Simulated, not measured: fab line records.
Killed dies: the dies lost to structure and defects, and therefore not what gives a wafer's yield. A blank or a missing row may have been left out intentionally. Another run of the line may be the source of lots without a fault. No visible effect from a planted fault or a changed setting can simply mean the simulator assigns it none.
Problem report in the 8D (eight disciplines) form, filled by code ; flow gf180mcu ; the parts of the form that need people (team, actions taken, sign-off) are left out

1. PROBLEM STATEMENT
Mean of rf_fwd_power_W at GF_POLY_GATE_ETCH_12: 295.8 W across 2 wafers in 2 lots; on wafers with no fault it is 495.8 W (standard deviation 1.7). So: -99 or more standard deviations from the usual mean.
The step: etches BARC in N2/H2.
Seen first at day 12 15:49 on rie_diel-04, wafer L251.3. The record holds 18 wafers of 6 lots with a number at this step. Rule for "out" (also "out of limits"): further than 4 standard deviations from the usual mean. Any other wafer with a number is counted as sound.

2. WHAT THIS IS AND IS NOT
question;is;is not
which readings at this step;rf_fwd_power_W;chamber_pressure_mTorr, drypump_motor_current_A, oes_product_au, throttle_valve_pct
which lots;L251, L252;L240, L246, L253, L258
which wafers of those lots;L251.3, L252.4;L251.1, L251.2, L252.3, L252.6
read on which tools;rie_diel-04;rie_diel-01, rie_diel-03
when;from day 12 15:49;"up to then (8 sound wafers); but 8 sound wafers of L252, L253, L258 came after"

3. SUSPECTS, AND WHAT RULES EACH OUT
Counting: if a tool at a process step up to the reading ran every lot that is out, it stays a suspect. Sound lots after the first of them don't rule it out here, since some wafers of a struck lot are sound.
- rie_diel-04 at GF_POLY_GATE_ETCH_12 (etches BARC in N2/H2): kept. Ran every lot that is out, first one L251 (day 12 15:49); last sound lot up to then L240 (day 9 06:22). Its own readings are out on those wafers: rf_fwd_power_W.
- Within rie_diel-04 at GF_POLY_GATE_ETCH_12: the wafers that are out ran in chamber 2; their sound lot-mates ran in chambers 0, 1, 3.
The count leaves rie_diel-04 at GF_POLY_GATE_ETCH_12.

4. THE CAUSE (what the simulator had put in)
rie_diel-04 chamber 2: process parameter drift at GF_POLY_GATE_ETCH_12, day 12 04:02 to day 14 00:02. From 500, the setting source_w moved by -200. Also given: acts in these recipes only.
Only this tool survived the counting.

5. SEQUENCE OF EFFECTS, ordered by route
Each row: a reading whose mean over the struck wafers that have a number lies more than 3 standard deviations from the usual. Only readings whose record carries a usual standard deviation are examined. hours: median over the lots of the time between each lot's start at the first step of this table that gives one and its start at this step. sigmas: the change, counted in usual standard deviations.
hours;step;reading;usual;on struck wafers;change;sigmas
0;GF_POLY_GATE_ETCH_12;rf_fwd_power_W;495.8 W;295.8;-200.1;-99 or more
Here are the process steps it includes:
- GF_POLY_GATE_ETCH_12: etches BARC in N2/H2.

6. WHAT WOULD HAVE CAUGHT IT SOONER
In this record the first reading out of limits was taken at day 12 15:49, 12 hours after the fault began at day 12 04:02.
